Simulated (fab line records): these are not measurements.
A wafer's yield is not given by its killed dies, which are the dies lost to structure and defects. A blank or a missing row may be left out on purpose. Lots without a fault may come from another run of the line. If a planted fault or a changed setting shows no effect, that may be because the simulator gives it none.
Chamber matching :: flow sky130 :: SKY_CONTACT_CMP_27 on cmp-01 has 4 sister chambers
The step polishes, stops on SiO2, t overpolish 15 s, target thk 0 nm. 4 wafers are shown with their chamber, then 8 later ones without.

== WAFERS, EACH WITH ITS CHAMBER ==
wafer: L742.6
chamber: 0
motor current A (A): 13.0

wafer: L752.1
chamber: 3
motor current A (A): 10.6

wafer: L750.2
chamber: 2
motor current A (A): 12.6

wafer: L756.2
chamber: 1
motor current A (A): 8.6

== WAFERS WITHOUT THEIR CHAMBER ==
wafer: L756.3
motor current A (A): 10.8

wafer: L756.4
motor current A (A): 12.7

wafer: L757.4
motor current A (A): 10.3

wafer: L757.5
motor current A (A): 12.6

wafer: L757.6
motor current A (A): 8.4

wafer: L759.1
motor current A (A): 13.0

wafer: L759.2
motor current A (A): 12.3

wafer: L759.5
motor current A (A): 11.6

== WHICH CHAMBER EACH WENT THROUGH ==
wafer: L756.3
from the rows above: 3
in truth: 3

wafer: L756.4
from the rows above: can't be placed: 2 or 0
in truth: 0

wafer: L757.4
from the rows above: 3
in truth: 3

wafer: L757.5
from the rows above: can't be placed: 2 or 0
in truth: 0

wafer: L757.6
from the rows above: 1
in truth: 1

wafer: L759.1
from the rows above: can't be placed: 0 or 2
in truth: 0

wafer: L759.2
from the rows above: can't be placed: 2 or 0
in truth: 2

wafer: L759.5
from the rows above: can't be placed: 2 or 3 or 0
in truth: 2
3 of 8 placed correctly. Cannot be placed on the basis of these rows: 5; the candidates contain the true chamber in 5. Wrongly placed: 0.
How it was worked out, from the rows above alone: a wafer's distance from a chamber is the root of the sum, over the readings, of the square of ((its reading less the chamber's mean) divided by the reading's scatter). If the next closest chamber is less than 2 further off than the closest, the wafer can't be placed; otherwise it belongs to the closest. For every chamber, the mean is computed from those of its wafers that are shown. The scatter (one wafer shown for each chamber): square how far every hidden wafer sits from the nearest shown wafer, average those squares and take the square root.
